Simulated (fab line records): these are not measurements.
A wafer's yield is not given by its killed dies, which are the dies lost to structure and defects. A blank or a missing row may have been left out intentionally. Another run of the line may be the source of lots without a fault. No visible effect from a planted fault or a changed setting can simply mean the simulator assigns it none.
Which tool did it?    flow gf180mcu    Sampling: 12 lots, 36 wafers, 5 of 602 route steps

## WHAT THE GAUGES SHOWED, per wafer
GF_STI_THK_MEAS_30. Usual: STI_OXIDATION_02_THK typically reads 9.98 nm, with standard deviation 0.18.
lot   measured     on            STI_OXIDATION_02_THK (nm)      flag
L951  day 2 06:11  filmMetro-04  9.66 9.70 9.88                 
L954  day 2 22:34  filmMetro-04  10.22 10.15 10.09              
L955  day 3 03:44  filmMetro-02  9.88 9.87 9.62                 
L956  day 3 08:38  filmMetro-02  10.07 9.98 10.02               
L957  day 3 14:34  filmMetro-04  9.76 9.90 9.91                 
L959  day 3 23:11  filmMetro-04  10.40 10.34 10.23              
L960  day 4 07:18  filmMetro-03  10.13 10.25 10.10              
L964  day 5 02:19  filmMetro-02  10.03 9.88 9.96                
L965  day 5 06:21  filmMetro-02  7.31 7.27 7.31 7.36 7.28 7.31  OFF
L966  day 5 11:33  filmMetro-02  9.79 9.91 9.86                 
L967  day 5 16:01  filmMetro-03  7.34 7.40 7.42 7.28 7.42 7.41  OFF
L974  day 7 04:17  filmMetro-02  9.91 9.92 9.92                 

GF_M1_CD_MEAS_14: the cd target is 230 nm. Usual: 229.8 nm for cdNm, sd 1.1.
lot   measured      on        cdNm (nm)          flag
L951  day 16 23:00  cdSem-01  230.3 230.5 230.0  
L954  day 18 05:32  cdSem-02  228.5 230.5 230.0  
L955  day 18 11:44  cdSem-01  230.2 229.3 229.6  
L956  day 19 01:14  cdSem-02  231.0 228.6 229.9  
L957  day 19 10:57  cdSem-01  230.6 229.8 230.7  
L959  day 20 05:29  cdSem-01  230.2 230.3 229.2  
L960  day 20 19:21  cdSem-02  230.3 229.1 230.4  
L964  day 21 22:17  cdSem-02  228.6 227.7 228.3  
L965  day 22 05:04  cdSem-02  229.9 230.0 231.2  
L966  day 22 14:56  cdSem-01  231.5 229.4 230.2  
L967  day 22 22:11  cdSem-01  227.5 228.0 226.8  
L974  day 25 03:47  cdSem-02  230.5 230.2 230.4  

GF_M1_OVL_MEAS_15. Usual: M1_OVL typically reads 2 nm, with standard deviation 5.3.
lot   measured      on          M1_OVL (nm)  flag
L951  day 16 23:07  overlay-02  1 8 4        
L954  day 18 05:39  overlay-02  0 4 -5       
L955  day 18 11:51  overlay-01  15 4 3       
L956  day 19 01:19  overlay-02  10 5 -1      
L957  day 19 11:04  overlay-02  6 10 13      
L959  day 20 05:36  overlay-01  -3 -1 -4     
L960  day 20 19:28  overlay-01  -6 4 5       
L964  day 21 22:22  overlay-02  4 4 -1       
L965  day 22 05:10  overlay-01  -2 2 -2      
L966  day 22 15:03  overlay-01  5 13 -5      
L967  day 22 22:19  overlay-02  5 10 2       
L974  day 25 03:54  overlay-02  -5 -7 4      

## TOOL THAT RAN EACH LOT (tool first, then ch and the chambers of the sampled wafers, then the start)
lot   GF_STI_OXIDATION_29           GF_CONTACT_STRIP_18
L951  furnace-02 ch 0, day 2 04:47  plasmaAsher-03 ch 0,1, day 15 23:09
L954  furnace-01 ch 0, day 2 21:10  plasmaAsher-04 ch 0,1, day 17 05:26
L955  furnace-02 ch 0, day 3 02:20  plasmaAsher-04 ch 0,1, day 17 11:21
L956  furnace-02 ch 0, day 3 07:13  plasmaAsher-02 ch 0,1, day 18 00:56
L957  furnace-02 ch 0, day 3 13:10  plasmaAsher-03 ch 0,1, day 18 09:21
L959  furnace-01 ch 0, day 3 21:47  plasmaAsher-03 ch 1, day 19 03:27
L960  furnace-01 ch 0, day 4 05:53  plasmaAsher-04 ch 0, day 19 17:54
L964  furnace-02 ch 0, day 5 00:53  plasmaAsher-02 ch 0,1, day 20 21:38
L965  furnace-02 ch 0, day 5 04:57  plasmaAsher-03 ch 0,1, day 21 04:03
L966  furnace-01 ch 0, day 5 10:09  plasmaAsher-03 ch 0,1, day 21 13:57
L967  furnace-02 ch 0, day 5 14:37  plasmaAsher-03 ch 0,1, day 21 21:51
L974  furnace-01 ch 0, day 7 02:54  plasmaAsher-02 ch 0,1, day 24 04:42
- GF_STI_OXIDATION_29: stabilise 600 s, purge 300 s, target thk 10 nm.
- GF_CONTACT_STRIP_18: strips in O2/N2.

## AS READ BY THE TOOLS THEMSELVES (means over the sampled wafers that have a number; for cases with no such wafer, the mark the record gives instead)
GF_STI_OXIDATION_29. Usual: oxTempCMax 903.4, standard deviation 0.83; spikeTcBottomC 917.8 C, standard deviation 1.2; tubeCenterTempC 899.99 C, standard deviation 0.088; zonePowerTopPct 35.4 %, standard deviation 2.4.
lot   tool        oxTempCMax  spikeTcBottomC (C)  tubeCenterTempC (C)  zonePowerTopPct (%)  flag
L951  furnace-02  903.1       919.3               900.10               37.6                 
L954  furnace-01  903.5       917.2               900.03               33.2                 
L955  furnace-02  903.0       919.4               899.97               37.5                 
L956  furnace-02  902.8       917.5               899.92               38.0                 
L957  furnace-02  903.3       919.0               899.97               37.4                 
L959  furnace-01  904.8       917.3               900.04               32.9                 
L960  furnace-01  904.0       917.9               900.05               32.9                 
L964  furnace-02  902.9       918.3               899.95               37.6                 
L965  furnace-02  902.2       918.5               900.01               37.9                 
L966  furnace-01  904.1       916.9               900.15               33.2                 
L967  furnace-02  903.1       918.4               899.96               37.8                 
L974  furnace-01  903.1       916.6               900.02               32.8                 

GF_CONTACT_STRIP_18. Usual: drypumpMotorCurrentA 5.6 A, standard deviation 0.46; heaterPowerW 318 W, standard deviation 12; n2FlowSccm 300.0 sccm, standard deviation 0.94; oesProductAu 0.580 a.u., standard deviation 0.0048.
lot   tool            drypumpMotorCurrentA (A)  heaterPowerW (W)  n2FlowSccm (sccm)  oesProductAu (a.u.)  flag
L951  plasmaAsher-03  5.2                       319               300.6              0.577                
L954  plasmaAsher-04  5.8                       330               300.0              0.583                
L955  plasmaAsher-04  5.9                       329               300.1              0.579                
L956  plasmaAsher-02  6.2                       313               300.1              0.579                
L957  plasmaAsher-03  5.2                       315               300.1              0.577                
L959  plasmaAsher-03  5.0                       302               299.4              0.581                
L960  plasmaAsher-04  5.8                       329               299.8              0.586                
L964  plasmaAsher-02  6.2                       313               300.4              0.577                
L965  plasmaAsher-03  5.2                       315               300.0              0.581                
L966  plasmaAsher-03  5.2                       312               299.5              0.577                
L967  plasmaAsher-03  5.3                       326               300.4              0.578                
L974  plasmaAsher-02  6.0                       313               299.2              0.583                

## THE ANSWER, worked out from the rows above alone
Rule: take the mean of a lot's wafers that have a number; if it is more than 3 standard deviations from the usual mean, the lot is off. A lot without any number at a reading at which 4 lots or more have one is off too. All remaining lots with rows at the step are treated as sound. First the gauges in route order, then the tools' own readings, where a lot's mean is used as printed above. At the first step where some lot is off, the reading lying furthest off is the one used; lots without a number count as furthest.
Off: at GF_STI_THK_MEAS_30 (STI_OXIDATION_02_THK), L965, L967.
If a tool, at a process step before that reading, ran all the lots that are off and no sound lot after the first of them, it fits. Gauges at GF_STI_THK_MEAS_30: tried the same way as those tools. One fits: GF_STI_OXIDATION_29 on furnace-02. A fault onset in the window from L964 (day 5 00:53, its last sound lot) to L965 (day 5 04:57, its first lot off) fits.

## WHAT THE SIMULATOR PUT IN
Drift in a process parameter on furnace-02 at GF_STI_OXIDATION_29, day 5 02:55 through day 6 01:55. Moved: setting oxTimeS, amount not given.
Shown lots that were struck: L965, L967. The same result came from the rule above.
